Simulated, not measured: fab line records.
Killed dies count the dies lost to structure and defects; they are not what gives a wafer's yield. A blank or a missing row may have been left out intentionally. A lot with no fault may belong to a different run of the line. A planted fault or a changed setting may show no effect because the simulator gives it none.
Which tool is to blame? | flow sky130 | 39 wafers from 13 lots sampled at 4 of the route's 708 steps

== WHAT EACH GAUGE READ, for each wafer ==
SKY_METAL4_OVL_MEAS_14. Usual: for METAL4_OVL the level is 0 nm and the standard deviation is 5.
lot  | measured     | on         | METAL4_OVL (nm) | flag
L242 | day 42 03:55 | overlay-02 | -5 0 -11        |
L248 | day 43 23:37 | overlay-02 | 3 5 7           |
L250 | day 44 01:25 | overlay-02 | -5 1 -2         |
L249 | day 44 02:12 | overlay-02 | -3 1 -1         |
L251 | day 44 13:52 | overlay-01 | -1 4 7          |
L253 | day 44 20:07 | overlay-02 | 8 -7 -1         |
L252 | day 44 21:39 | overlay-01 | -1 1 1          |
L254 | day 45 00:40 | overlay-01 | -8 1 5          |
L255 | day 45 15:52 | overlay-02 | 6 9 1           |
L256 | day 45 16:07 | overlay-01 | -8 -10 -6       |
L257 | day 45 22:06 | overlay-01 | 9 4 1           |
L259 | day 46 09:49 | overlay-02 | 2 -1 -3         |
L265 | day 48 02:01 | overlay-01 | -6 -1 -6        |

== EACH LOT AND THE TOOL THAT RAN IT (in order: tool; ch and the chambers of the sampled wafers; start) ==
lot  | SKY_SD_N_IMPLANT_10             | SKY_METAL1_DESCUM_17              | SKY_VIA1_ETCH_15
L242 | implanter-01 ch 0, day 28 05:31 | rie-metal-02 ch 0,1, day 33 02:14 | rie-diel-01 ch 1,2,3, day 34 06:44
L248 | implanter-04 ch 0, day 30 12:02 | rie-metal-02 ch 0,1, day 35 06:18 | rie-diel-01 ch 2,3, day 36 09:38
L250 | implanter-02 ch 0, day 30 12:44 | rie-metal-02 ch 0,1, day 35 09:03 | rie-diel-01 ch 0,1, day 36 12:32
L249 | implanter-01 ch 0, day 30 14:35 | rie-metal-04 ch 0,1, day 35 09:10 | rie-diel-03 ch 0,1,2, day 36 12:35
L251 | implanter-04 ch 0, day 31 06:26 | rie-metal-02 ch 0,1, day 36 00:18 | rie-diel-03 ch 0,2, day 37 04:02
L253 | implanter-02 ch 0, day 31 13:31 | rie-metal-04 ch 0,1, day 36 06:41 | rie-diel-01 ch 0,1,3, day 37 10:44
L252 | implanter-04 ch 0, day 31 14:50 | rie-metal-02 ch 0,1, day 36 08:08 | rie-diel-01 ch 0,3, day 37 12:13
L254 | implanter-01 ch 0, day 31 18:17 | rie-metal-01 ch 0,1, day 36 10:26 | rie-diel-03 ch 0,3, day 37 15:07
L255 | implanter-01 ch 0, day 32 12:59 | rie-metal-02 ch 0,1, day 37 05:44 | rie-diel-01 ch 1,2, day 38 08:35
L256 | implanter-02 ch 0, day 32 14:17 | rie-metal-01 ch 0,1, day 37 06:42 | rie-diel-02 ch 0,1,3, day 38 10:31
L257 | implanter-01 ch 0, day 32 21:32 | rie-metal-04 ch 0,1, day 37 12:41 | rie-diel-03 ch 0,1, day 38 16:34
L259 | implanter-01 ch 0, day 33 14:32 | rie-metal-01 ch 0,1, day 38 06:05 | rie-diel-03 ch 0,2, day 39 08:44
L265 | implanter-02 ch 0, day 35 19:02 | rie-metal-04 ch 0,1, day 40 08:32 | rie-diel-02 ch 0,2,3, day 41 10:11
- SKY_SD_N_IMPLANT_10
- SKY_METAL1_DESCUM_17: chemistry O2, time 8 s.
- SKY_VIA1_ETCH_15: etches SiO2 in C4F8/O2/Ar, stops on TiN, target depth 351 nm, time 55.82 s.

== WHAT THE TOOLS THEMSELVES READ (means of the sampled wafers that have a number; where no wafer has one, the mark that the record gives instead) ==
SKY_SD_N_IMPLANT_10. Usual: beam-energy-keV 20.001, standard deviation 0.0064; beam-on-s 10.7 s, standard deviation 0.58.
lot  | tool         | beam-energy-keV | beam-on-s (s) | flag
L242 | implanter-01 | 20.003          | 9.9           |
L248 | implanter-04 | 19.992          | 10.7          |
L250 | implanter-02 | 20.000          | 11.3          |
L249 | implanter-01 | 20.001          | 9.9           |
L251 | implanter-04 | 20.012          | 10.7          |
L253 | implanter-02 | 19.996          | 11.4          |
L252 | implanter-04 | 20.001          | 10.9          |
L254 | implanter-01 | 20.000          | 9.8           |
L255 | implanter-01 | 20.000          | 10.0          |
L256 | implanter-02 | 19.993          | 11.3          |
L257 | implanter-01 | 21.543          | 10.1          | OFF
L259 | implanter-01 | 21.551          | 10.1          | OFF
L265 | implanter-02 | 20.000          | 11.5          |

SKY_METAL1_DESCUM_17. Usual: drypump-motor-current-A 5.48 A, standard deviation 0.25; he-backside-leak-sccm 3.17 sccm, standard deviation 0.2; oes-product-au 1.000 a.u., standard deviation 0.0093; rf-fwd-power-W 147.4 W, standard deviation 0.69.
lot  | tool         | drypump-motor-current-A (A) | he-backside-leak-sccm (sccm) | oes-product-au (a.u.) | rf-fwd-power-W (W) | flag
L242 | rie-metal-02 | 5.74                        | 3.07                         | 0.999                 | 147.1              |
L248 | rie-metal-02 | 5.75                        | 3.19                         | 1.010                 | 147.4              |
L250 | rie-metal-02 | 5.77                        | 3.21                         | 1.003                 | 147.9              |
L249 | rie-metal-04 | 5.35                        | 3.27                         | 0.992                 | 147.3              |
L251 | rie-metal-02 | 5.74                        | 3.16                         | 1.006                 | 147.1              |
L253 | rie-metal-04 | 5.32                        | 3.42                         | 0.985                 | 147.0              |
L252 | rie-metal-02 | 5.76                        | 3.72                         | 1.014                 | 146.9              |
L254 | rie-metal-01 | 5.22                        | 3.21                         | 1.008                 | 148.1              |
L255 | rie-metal-02 | 5.75                        | 3.13                         | 1.006                 | 147.3              |
L256 | rie-metal-01 | 5.20                        | 3.10                         | 1.007                 | 148.2              |
L257 | rie-metal-04 | 5.32                        | 3.16                         | 0.983                 | 146.6              |
L259 | rie-metal-01 | 5.20                        | 3.04                         | 0.999                 | 148.0              |
L265 | rie-metal-04 | 5.34                        | 3.24                         | 0.985                 | 147.2              |

SKY_VIA1_ETCH_15. Usual: 0.977 a.u. for oes-product-au, sd 0.0058.
lot  | tool        | oes-product-au (a.u.) | flag
L242 | rie-diel-01 | 0.983                 |
L248 | rie-diel-01 | 0.978                 |
L250 | rie-diel-01 | 0.972                 |
L249 | rie-diel-03 | 0.974                 |
L251 | rie-diel-03 | 0.976                 |
L253 | rie-diel-01 | 0.981                 |
L252 | rie-diel-01 | 0.985                 |
L254 | rie-diel-03 | 0.977                 |
L255 | rie-diel-01 | 0.972                 |
L256 | rie-diel-02 | 0.982                 |
L257 | rie-diel-03 | 0.973                 |
L259 | rie-diel-03 | 0.975                 |
L265 | rie-diel-02 | 0.981                 |

== THE ANSWER, worked out from the rows above alone ==
Rule: a lot is off if the mean of its wafers that have a number lies more than 3 standard deviations from the usual mean. A lot without any number at a reading at which 4 lots or more have one is off too. All remaining lots with rows at the step are treated as sound. Order of review: gauges by route order, followed by the tools' own readings, for which a lot's mean as printed above is used. At the first step where some lot is off, the reading lying furthest off is the one used; lots without a number count as furthest.
Off, at SKY_SD_N_IMPLANT_10 on beam-energy-keV: L257, L259.
A tool fits if, at that step or a process step before it, it ran every lot that is off, and no sound lot after the first of them. One fits: implanter-01 at SKY_SD_N_IMPLANT_10. A fault onset in the window from L255 (day 32 12:59, its last sound lot) to L257 (day 32 21:32, its first lot off) fits.
The tool's own readings at SKY_SD_N_IMPLANT_10 bear it out: on the lots that are off they differ by more than 5 times the standard deviation of the sound lots' means. beam-energy-keV reads 21.547 there against 20.000 on the sound lots.

== WHAT THE SIMULATOR HAD PUT IN ==
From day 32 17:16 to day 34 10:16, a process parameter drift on implanter-01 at SKY_SD_N_IMPLANT_10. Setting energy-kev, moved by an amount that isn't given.
Lots struck among those shown: L257, L259. The same result came from the rule above.
